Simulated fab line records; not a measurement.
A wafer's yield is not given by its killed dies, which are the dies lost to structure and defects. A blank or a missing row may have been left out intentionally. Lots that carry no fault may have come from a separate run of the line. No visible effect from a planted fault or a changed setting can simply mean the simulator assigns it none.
fab line records ; flow sky130
[record] lots = 4; wafers = 12; lastDay = 48
route steps=708 shown NWELL@59 VT_ADJUST_HVTP@85 VT_ADJUST_LVTN@97 VIA1@472 PAD_OPEN@708
lots that met no fault: from a run of the same line without faults
startH: the number of hours between the record's first day and the start of the first shown wafer of the lot ; waitH: hours from the lot's prior step to this one ; " repeats the value in the row above ; L1.1+2: several wafers, shown together as one row ; - either no value or no given start ; * or withheld: withheld ; < > ~ a bound
route shown NAME@n: names a module that has steps shown in the file, with the first one's number in the route ; usual: the fault-free wafers' mean and standard deviation ; same: alike in all rows ; chamber/n: place in a boat ; sites: the reading at each site ; _std_site: their standard deviation ; _edge_site: outer sites' mean less inner sites' ; radiusMm: how far each site lies from the wafer's centre ; mask NAME#n: copy n ; behind: the most recent tool/chamber to have shaped the wafer ; hold: what put the lot on hold/how long, in hours/how the hold closed ; device: transistor that didn't switch, given as n, p or np ; end of line: at the end of the route, the tests of the same wafers ; for a step that has no rows: nothing shown but its recipe ; killed: not the wafer's yield, but the dies lost to structure and defects at the first sort ; map: the dies of a wafer, with x for killed, . for not killed, _ for no die there
set.NAME: the run value of the setting; set.NAME@STEP: its run value at that earlier step ; model.NAME: the simulator's own value behind a step, which no gauge read
lots at selected steps of the route; one table per step, one row per wafer
services: from which hour (startH, from the record's first day; less than 0 if before it) a tool's chamber was out of use, for how many hours, and why
[[steps]]
[step SKY_NWELL_SOFTBAKE_06]
[recipe] tempC = 110; timeS = withheld
[step SKY_NWELL_EXPOSE_07]
[recipe] maskId = NWM; na = 0.6; sourceShape = conventional; sigmaOuter = 0.6; polarization = unpolarized; targetCdNm = 840; doseMj = 255
[step SKY_NWELL_PEB_08]
[recipe] tempC = 115; timeS = withheld
[step SKY_NWELL_DEVELOP_09]
[recipe] wallAngleDeg = 90; developer = TMAH; developTimeS = 60; devTempC = 23
[step SKY_NWELL_IMPLANT_11]
[recipe] species = P; energyKev = 400; doseCm2 = 1.9e+13; tiltDeg = withheld
[step SKY_NWELL_IMPLANT_12]
[recipe] species = P; energyKev = 120; doseCm2 = 1.3e+12; tiltDeg = withheld
[step SKY_NWELL_IMPLANT_13]
[recipe] species = P; energyKev = 50; doseCm2 = 7e+11; tiltDeg = withheld
[step SKY_NWELL_STRIP_14]
[recipe] chemistry = O2/N2; powerW = 1400; pressureMtorr = 1500; platenTempC = withheld; o2FlowSccm = 3000; n2FlowSccm = 300; overashFraction = 0.5
[step SKY_NWELL_DEHYDRATE_16]
[recipe] tempC = 200; timeS = 60
[step SKY_NWELL_HMDS_17]
[recipe] primeTimeS = 60; primeTempC = 120
[step SKY_NWELL_COAT_18]
[recipe] spinRpm = 2000; resistThkNm = 3000
[usual] exhaustPa = 45.1/0.89; resistLineTempC = 22.99/0.098
lot.wafer;tool;chamber;startH;waitH;exhaustPa;resistLineTempC;model.coat_of_NWELL_COAT_18.thkNm
L673.1;lithoTrack-02;0;87.86;0.1;46.2;23.16;2993
L673.5;lithoTrack-02;0;87.86;0.1;46.4;22.93;2989
L673.6;lithoTrack-02;0;87.86;0.1;45.5;23.08;2997
L681.2;lithoTrack-02;0;139.49;0.1;44.0;22.92;1295
L681.3;lithoTrack-02;0;139.49;0.1;46.1;23.07;1293
L681.5;lithoTrack-02;0;139.49;0.1;45.4;23.12;1297
L683.1;lithoTrack-02;0;153.71;0.1;44.8;23.02;1293
L683.4;lithoTrack-02;0;153.71;0.1;44.6;22.77;1293
L683.5;lithoTrack-02;0;153.71;0.1;45.6;22.87;1291
L686.1;lithoTrack-04;0;170.37;0.1;45.3;22.78;3001
L686.2;lithoTrack-04;0;170.37;0.1;45.0;23.02;2997
L686.5;lithoTrack-04;0;170.37;0.1;44.2;22.87;2999
[step SKY_NWELL_SOFTBAKE_19]
[recipe] tempC = 110; timeS = withheld
[step SKY_NWELL_EXPOSE_20]
[recipe] maskId = NWM_COMPLEMENT; na = 0.6; sourceShape = conventional; sigmaOuter = 0.6; polarization = unpolarized; targetCdNm = 840; doseMj = 260
[step SKY_NWELL_PEB_21]
[recipe] tempC = 115; timeS = withheld
[step SKY_NWELL_DEVELOP_22]
[recipe] wallAngleDeg = 90; developer = TMAH; developTimeS = 57.51; devTempC = 23
[usual] exhaustPa = 44.9/0.84; resistLineTempC = 23.02/0.1
lot.wafer;tool;chamber;startH;waitH;exhaustPa;resistLineTempC;model.coat_of_NWELL_COAT_18.thkNm;model.NWELL.cdNm
L673.1;lithoTrack-01;0;-;-;44.0;22.95;2989;826.6
L673.5;lithoTrack-01;0;-;-;44.4;22.93;2985;827.7
L673.6;lithoTrack-01;0;-;-;45.8;23.06;2993;824.3
L681.2;lithoTrack-01;0;-;-;45.1;22.87;1291;980.5
L681.3;lithoTrack-01;0;-;-;44.1;23.07;1289;981.8
L681.5;lithoTrack-01;0;-;-;45.8;23.03;1293;979.1
L683.1;lithoTrack-01;0;-;-;45.4;23.09;1289;977.8
L683.4;lithoTrack-01;0;-;-;45.1;22.83;1289;977.8
L683.5;lithoTrack-01;0;-;-;44.5;23.02;1287;979.7
L686.1;lithoTrack-01;0;-;-;44.6;22.84;2997;829.9
L686.2;lithoTrack-01;0;-;-;45.9;22.89;2993;832.1
L686.5;lithoTrack-01;0;-;-;44.5;22.96;2995;830.7
[step SKY_NWELL_IMPLANT_24]
[recipe] species = B; energyKev = 140; doseCm2 = 9.2e+12; tiltDeg = withheld
[step SKY_NWELL_STRIP_25]
[recipe] chemistry = O2/N2; powerW = 1400; pressureMtorr = 1500; platenTempC = withheld; o2FlowSccm = 3000; n2FlowSccm = 300; overashFraction = 0.5
[usual] drypumpMotorCurrentA = 6.0/0.42; oesProductAu = 0.722/0.0045; stripTimeToEndpointS = 36.89/0.091
lot.wafer;tool;chamber;startH;waitH;drypumpMotorCurrentA;oesProductAu;rfHoursCounterH;stripTimeToEndpointS
L673.1;plasmaAsher-04;1;96.60;0.1;6.4;0.716;30;36.83
L673.5;plasmaAsher-04;1;96.60;0.1;6.4;0.714;-;36.78
L673.6;plasmaAsher-04;0;96.60;0.1;5.7;0.721;-;36.88
L681.2;plasmaAsher-01;0;149.85;0.1;5.8;0.710;3;16.96
L681.3;plasmaAsher-01;1;149.85;0.1;4.9;0.715;-;16.95
L681.5;plasmaAsher-01;1;149.85;0.1;4.9;0.715;-;17.00
L683.1;plasmaAsher-01;1;163.75;0.1;4.9;0.713;4;16.93
L683.4;plasmaAsher-01;0;163.75;0.1;5.8;0.712;-;16.94
L683.5;plasmaAsher-01;0;163.75;0.1;5.8;0.719;-;16.91
L686.1;plasmaAsher-03;0;180.85;0.1;6.2;0.725;49;36.93
L686.2;plasmaAsher-03;1;180.85;0.1;6.2;0.718;49;36.90
L686.5;plasmaAsher-03;0;180.85;0.1;6.2;0.720;-;36.92
[step SKY_NWELL_CLEAN_27]
[recipe] chemistry = SC1/SC2; mix = 1:4:20; tempC = 70; timeS = 150; dry = n2Spin
[step SKY_NWELL_RTA_28]
[recipe] tempC = 1050; timeS = 30; idleTempC = 650; rampUpCPerS = 150; rampDownCPerS = 90; ambient = N2
[step SKY_VT_ADJUST_HVTP_DEHYDRATE_00]
[recipe] tempC = 200; timeS = 60
[step SKY_VT_ADJUST_HVTP_HMDS_01]
[recipe] primeTimeS = 60; primeTempC = 120
[step SKY_VT_ADJUST_HVTP_COAT_02]
[recipe] resist = NOVOLAK; spinRpm = 3000; resistThkNm = 1140
[step SKY_VT_ADJUST_HVTP_SOFTBAKE_03]
[recipe] tempC = 90; timeS = 60; resist = NOVOLAK
[step SKY_VT_ADJUST_HVTP_EXPOSE_04]
[recipe] maskId = HVTPM; na = 0.6; sourceShape = conventional; sigmaOuter = 0.6; polarization = unpolarized; targetCdNm = 380; doseMj = 140
[step SKY_VT_ADJUST_HVTP_PEB_05]
[recipe] tempC = withheld; timeS = *; resist = NOVOLAK
[step SKY_VT_ADJUST_HVTP_DEVELOP_06]
[recipe] resist = NOVOLAK; developer = TMAH; developTimeS = 57.7; devTempC = 23
[step SKY_VT_ADJUST_HVTP_IMPLANT_09]
[recipe] species = As; energyKev = 150; doseCm2 = 4.3e+12; tiltDeg = withheld
[step SKY_VT_ADJUST_HVTP_STRIP_10]
[recipe] chemistry = O2/N2; powerW = 1400; pressureMtorr = 1500; platenTempC = withheld; o2FlowSccm = 3000; n2FlowSccm = 300; overashFraction = 0.5
[step SKY_VT_ADJUST_LVTN_DEHYDRATE_00]
[recipe] tempC = 200; timeS = 60
[step SKY_VT_ADJUST_LVTN_HMDS_01]
[recipe] primeTimeS = 60; primeTempC = 120
[step SKY_VT_ADJUST_LVTN_COAT_02]
[recipe] spinRpm = 2000; resistThkNm = 3000
[step SKY_VT_ADJUST_LVTN_SOFTBAKE_03]
[recipe] tempC = 110; timeS = withheld
[step SKY_VIA1_ETCH_14]
[recipe] chemistry = N2/H2; target = BARC; ionEnergyEv = 200; sourceW = 500; biasW = 100; pressureMtorr = 30; n2FlowSccm = 100; h2FlowSccm = 200; stopOn = SiO2; timeS = 45.9; targetDepthA = 600
[usual] drypumpMotorCurrentA = 5.7/0.32; oesProductAu = 0.849/0.0046; rfFwdPowerW = 495.2/2.2; throttleValvePct = 13.225/0.0089
lot.wafer;tool;chamber;startH;waitH;drypumpMotorCurrentA;oesProductAu;rfFwdPowerW;rfHoursCounterH;throttleValvePct;model.VIA1.cdNm
L673.1;rieDiel-03;1;777.58;0.0;6.1;0.846;497.4;13;13.233;149
L673.5;rieDiel-03;0;777.58;0.0;6.0;0.854;495.3;-;13.215;150.1
L673.6;rieDiel-03;1;777.58;0.0;6.0;0.854;499.6;-;13.231;151.3
L681.2;rieDiel-04;3;851.32;0.0;6.0;0.848;496.8;4;13.226;148.1
L681.3;rieDiel-04;1;851.32;0.0;5.0;0.842;498.2;4;13.240;146.1
L681.5;rieDiel-04;0;851.32;0.0;5.5;0.850;497.8;-;13.244;148.4
L683.1;rieDiel-01;1;867.98;0.0;5.6;0.853;489.9;10;13.238;160.2
L683.4;rieDiel-01;3;867.98;0.0;6.1;0.851;495.4;10;13.217;161.4
L683.5;rieDiel-01;0;867.98;0.0;5.8;0.854;494.2;-;13.228;160.8
L686.1;rieDiel-04;0;890.93;0.0;5.5;0.847;496.6;18;13.234;148.4
L686.2;rieDiel-04;1;890.93;0.0;5.0;0.856;499.0;5;13.236;146.3
L686.5;rieDiel-04;2;890.93;0.0;5.9;0.840;492.9;-;13.229;148.4
[step SKY_PAD_OPEN_PROBE_99]
[usual] killed_at_M0_to_M3 = 43/7; killed_at_M4_up = 3.0/1.9; killedAtContacts = 24/4.6; killedAtFrontEnd = 15/4.1; killedAtOther = 0.3/0.52; killedDies = 84/9.7; killedOnRim = 16/3.6; killedOpen = 46/6.9; killedShort = 38/6.8
[same] grossDies = 492; killedAtBackSide = 0
lot.wafer;tool;chamber;startH;waitH;killed_at_M0_to_M3;killed_at_M4_up;killedAtContacts;killedAtFrontEnd;killedAtOther;killedDies;killedOnRim;killedOpen;killedShort;model.etest.pfet_16v.rOnOhmUm;model.etest.nfet_16v.rOnOhmUm;model.etest.resIsoPwell.widthNm;model.etest.resNwell.lineOhmUm;model.etest.resNwell.widthNm;model.etest.pfet_16v.driveUaUm;model.etest.nfet_16v.driveUaUm;model.etest.via1Chain.rcOhm
L673.1;prober-01;-;1066.08;0.1;37;1;25;22;0;85;12;46;39;1.588e+04;1.397e+04;2623;1230;835.1;234;224.4;16.07
L673.5;prober-01;-;1066.28;0.2;44;1;23;12;0;80;19;41;38;1.557e+04;1.384e+04;2654;1201;837.7;241.7;224.9;16.91
L673.6;prober-01;-;1066.33;0.2;40;3;29;17;0;89;19;54;35;1.571e+04;1.395e+04;2650;1203;838.7;236.9;224.3;14.38
L681.2;prober-01;-;1120.20;0.1;59;0;22;13;0;94;15;56;38;1.471e+04;1.488e+04;2789;1279;788.5;263.5;217.8;16.99
L681.3;prober-01;-;1120.25;0.2;53;2;18;17;0;90;24;55;35;1.515e+04;1.472e+04;2786;1332;797;257.8;217.1;17.17
L681.5;prober-01;-;1120.35;0.2;33;3;24;21;0;81;17;43;38;1.465e+04;1.472e+04;2789;1271;790.8;261.8;219.9;17.35
L683.1;prober-01;-;1133.78;0.1;46;1;25;11;0;83;13;48;35;1.432e+04;1.486e+04;2789;1189;777;263.2;218;15.79
L683.4;prober-01;-;1133.93;0.2;24;3;25;10;0;62;11;37;25;1.468e+04;1.511e+04;2795;1232;776.6;255.8;213.8;14.89
L683.5;prober-01;-;1133.98;0.2;45;8;27;13;0;93;17;46;47;1.436e+04;1.5e+04;2796;1211;775.8;261.9;213.9;13.81
L686.1;prober-01;-;1150.93;0.1;41;9;26;11;1;88;14;41;46;1.635e+04;1.422e+04;2632;1168;860.2;232.3;221;17.13
L686.2;prober-01;-;1150.98;0.1;50;5;33;12;0;100;20;46;54;1.54e+04;1.419e+04;2637;1084;854.6;246.5;222.3;16.64
L686.5;prober-01;-;1151.13;0.2;46;2;24;17;1;90;15;44;45;1.536e+04;1.412e+04;2634;1098;852.5;243.8;224.8;16.77
// killed by level:class
L673.1 VIA1:geometricParticle:open=11 CONTACT:geometricParticle:open=9 CONTACT:geometricParticle:short=7 VIA1:geometricParticle:short=7 LI_CONTACT:geometricParticle:open=6 VIA3:geometricParticle:open=6 FIELD_ISO:geometricParticle:short=5 POLY_GATE:geometricParticle:short=4
L673.5 VIA1:geometricParticle:open=16 POLY_GATE:geometricParticle:short=6 LOCAL_INTERCONNECT:geometricParticle:short=6 CONTACT:geometricParticle:open=6 METAL1:geometricParticle:short=6 CONTACT:geometricParticle:short=5 VIA2:geometricParticle:open=5 VIA3:geometricParticle:open=5
L673.6 CONTACT:geometricParticle:open=11 LI_CONTACT:geometricParticle:open=9 VIA1:geometricParticle:open=9 METAL2:geometricParticle:short=7 VIA2:geometricParticle:open=5 LOCAL_INTERCONNECT:geometricParticle:short=5 VIA3:geometricParticle:open=5 POLY_GATE:geometricParticle:open=4
L681.2 VIA1:geometricParticle:open=15 VIA3:geometricParticle:open=12 CONTACT:geometricParticle:open=10 VIA2:geometricParticle:open=7 METAL1:geometricParticle:short=6 VIA3:geometricParticle:short=5 METAL2:geometricParticle:short=5 FIELD_ISO:geometricParticle:short=4
L681.3 VIA1:geometricParticle:open=19 VIA2:geometricParticle:open=11 FIELD_ISO:geometricParticle:short=6 VIA3:geometricParticle:open=5 LI_CONTACT:geometricParticle:open=5 CONTACT:geometricParticle:open=5 METAL2:geometricParticle:short=5 VIA3:geometricParticle:short=5
L681.5 CONTACT:geometricParticle:open=10 METAL2:geometricParticle:short=7 VIA1:geometricParticle:open=7 CONTACT:geometricParticle:short=7 FIELD_ISO:geometricParticle:open=5 FIELD_ISO:geometricParticle:short=5 VIA2:geometricParticle:open=4 SPACER:geometricParticle:open=4
L683.1 LI_CONTACT:geometricParticle:open=10 VIA1:geometricParticle:open=10 METAL2:geometricParticle:short=8 VIA2:geometricParticle:open=7 CONTACT:geometricParticle:open=6 LOCAL_INTERCONNECT:geometricParticle:short=4 METAL1:geometricParticle:short=4 VIA3:geometricParticle:short=4
L683.4 CONTACT:geometricParticle:open=10 VIA1:geometricParticle:open=7 VIA3:geometricParticle:open=7 FIELD_ISO:geometricParticle:short=4 LI_CONTACT:geometricParticle:short=4 LI_CONTACT:geometricParticle:open=4 CONTACT:geometricParticle:short=4 VIA1:geometricParticle:short=3
L683.5 CONTACT:geometricParticle:open=9 VIA3:geometricParticle:open=9 CONTACT:geometricParticle:short=8 VIA1:geometricParticle:open=8 METAL2:geometricParticle:short=6 METAL3:geometricParticle:short=6 METAL4:geometricParticle:short=5 LI_CONTACT:geometricParticle:open=4
L686.1 VIA1:geometricParticle:open=11 METAL2:geometricParticle:short=8 METAL4:geometricParticle:short=7 LOCAL_INTERCONNECT:geometricParticle:short=7 CONTACT:geometricParticle:short=7 LI_CONTACT:geometricParticle:open=5 CONTACT:geometricParticle:open=5 VIA3:geometricParticle:open=5
L686.2 METAL2:geometricParticle:short=9 CONTACT:geometricParticle:short=9 VIA2:geometricParticle:open=8 VIA1:geometricParticle:open=8 LI_CONTACT:geometricParticle:open=7 CONTACT:geometricParticle:open=7 VIA3:geometricParticle:open=7 LOCAL_INTERCONNECT:geometricParticle:short=6
L686.5 VIA1:geometricParticle:short=15 LI_CONTACT:geometricParticle:open=10 VIA2:geometricParticle:open=8 VIA1:geometricParticle:open=7 FIELD_ISO:geometricParticle:open=6 METAL2:geometricParticle:short=6 CONTACT:geometricParticle:open=5 POLY_GATE:geometricParticle:short=4
[[services]]
tool;chamber;startH;hours;kind
plasmaAsher-01;-;70.85;14.4;pm
plasmaAsher-04;-;79.13;2.8;pm
rieDiel-04;1;81.25;4.7;repair
rieDiel-01;3;96.64;2.7;repair
plasmaAsher-01;-;108.83;9.0;pm
rieDiel-01;-;117.37;14.6;pm
rieDiel-04;1;146.24;49.9;repair
plasmaAsher-01;-;151.88;0.8;repair
rieDiel-04;2;273.54;3.2;repair
plasmaAsher-01;-;336.10;2.2;repair
rieDiel-04;3;336.23;7.4;repair
rieDiel-04;-;462.57;2.8;pm
rieDiel-04;1;471.09;8.8;repair
rieDiel-04;0;473.94;8.9;repair
rieDiel-04;-;479.05;28.1;pm
rieDiel-04;-;519.95;1.9;repair
plasmaAsher-01;-;611.56;2.2;repair
rieDiel-04;2;736.05;5.7;repair
plasmaAsher-01;-;791.84;4.5;repair
rieDiel-04;-;808.48;0.1;repair
rieDiel-04;2;817.88;3.1;repair
rieDiel-04;1;830.27;5.6;repair
rieDiel-04;-;853.79;0.7;repair
rieDiel-04;3;890.81;4.7;repair
[[key]]
[firstSign] step = SKY_NWELL_STRIP_25; reading = stripTimeToEndpointS; direction = down; sigmas = 99+; usual = *; struck = *
effect none on later readings
[modelEffect] step = SKY_NWELL_COAT_18; value = coat_of_NWELL_COAT_18.thkNm; without = 3007; struck = 1294
[modelEffect] step = SKY_NWELL_DEVELOP_22; value = coat_of_NWELL_COAT_18.thkNm; without = 3003; struck = 1290
[modelEffect] step = SKY_VIA1_ETCH_14; value = VIA1.cdNm; without = 150.2; struck = 154.2
[modelEffect] step = SKY_PAD_OPEN_PROBE_99; value = etest.pfet_16v.rOnOhmUm; without = 1.553e+04; struck = 1.465e+04
metAt SKY_NWELL_COAT_18
struckWafers L681.2,L681.3,L681.5,L683.1,L683.4,L683.5
testerLeftOut L681,L683
[loopTrim] step = SKY_VIA1_EXPOSE_09; setting = dose; lots = L683
onsetBetween 87.86 139.49
alsoFits SKY_NWELL_STRIP_25:plasmaAsher-01
[fault] kind = processParameterDrift; tool = lithoTrack-02; chamber = -; onsetH = 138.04; steps = SKY_NWELL_COAT_18; channel = resistThkNm; offset = -1709.1; shape = step; endH = 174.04; actsIn = theseRecipesOnly; stated = 3000
// testerLeftOut: of these lots the tester's yield and bins aren't shown, on N5 and GAA mostly nor the transistor test; their killed dies are dies lost to structure and defects alone, not to doping, threshold or leakage, so they don't give the yield
// loopTrim: a control loop set the setting to another value than it would have without faults
